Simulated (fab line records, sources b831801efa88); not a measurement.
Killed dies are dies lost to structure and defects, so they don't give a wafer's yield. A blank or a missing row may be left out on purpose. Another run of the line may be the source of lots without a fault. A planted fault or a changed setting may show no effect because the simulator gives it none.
8D (eight disciplines) problem report, filled in by code || flow gf180mcu || the parts of the form that need people (team, actions taken, sign-off) are left out

== 1. WHAT IS WRONG ==
Wafers without a fault read 400.2 nm, standard deviation 2.5; cdNm at GF_HV_LDD_CD_MEAS_19 reads a mean of 273.6 nm on 6 wafers belonging to 2 lots. That puts it -51 standard deviations away from the usual mean.
The step: target cd 400 nm.
The first sign was on wafer L751.1 at day 16 06:11, on cdSem-01. The record has a number at this step for 41 wafers belonging to 14 lots. By rule, "out" or "out of limits" means more than 4 standard deviations away from the usual mean. The other wafers with a number count as sound.

== 2. WHAT IT IS, WHAT IT ISN'T ==
{"question": "which readings at this step", "is": "cdNm", "is not": "-"}
{"question": "which lots", "is": "L751, L752", "is not": "L734, L735, L736, L737, L738, L739, L740, L741, L744, L754, L756, L757"}
{"question": "which wafers of those lots", "is": "all that have a number", "is not": "-"}
{"question": "read on which gauges", "is": "cdSem-01", "is not": "cdSem-02"}
{"question": "when", "is": "from day 16 06:11", "is not": "up to then (27 sound wafers); but 8 sound wafers of L754, L756, L757 came after"}

== 3. WHAT RULES OUT EACH SUSPECT ==
Counting: a tool stays on the suspect list if, at a process step up to the reading, it processed all lots that are out and no sound lot following the first of them.
- the gauge at GF_HV_LDD_CD_MEAS_19: kept. All the wafers that are out were read on cdSem-01, and no step on other tools shows them out.
- lithoTrack-01 at GF_HV_LDD_DEVELOP_18 (develop time 60 s): kept. It processed each lot that is out, first L751 at day 16 06:02, and no sound lot thereafter; up to then, the last sound lot it processed was L736 at day 11 22:08.
After counting, lithoTrack-01 at GF_HV_LDD_DEVELOP_18 and cdSem-01 at GF_HV_LDD_CD_MEAS_19 remain.

== 4. THE CAUSE (what the simulator had put in) ==
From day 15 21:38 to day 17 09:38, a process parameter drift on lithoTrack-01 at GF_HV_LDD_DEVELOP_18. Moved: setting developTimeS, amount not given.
Counting left 2 suspects, and this tool is among them.

== 5. THE EFFECT CHAIN, in route order ==
Each row: a reading whose mean over the struck wafers that have a number lies more than 3 standard deviations from the usual. Scope: only readings with a usual standard deviation given in the record; hours: median across lots of the time from each lot's start at the first step in this table that gives one to its start at this step; sigmas: change in usual standard deviations.
{"hours": 0, "step": "GF_HV_LDD_CD_MEAS_19", "reading": "cdNm", "usual": "400.2 nm", "on struck wafers": 273.6, "change": -126.6, "sigmas": -51}

== 6. HOW IT WOULD HAVE BEEN CAUGHT EARLIER ==
Counted from the fault's start at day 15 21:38, it took 9 hours until the first out-of-limits reading at a measuring or inspecting step in this record, taken at day 16 06:11.
Lots out: 2; of these, L752 started GF_HV_LDD_DEVELOP_18 on lithoTrack-01 after day 16 06:11. Holding the tool at that time would have saved it.
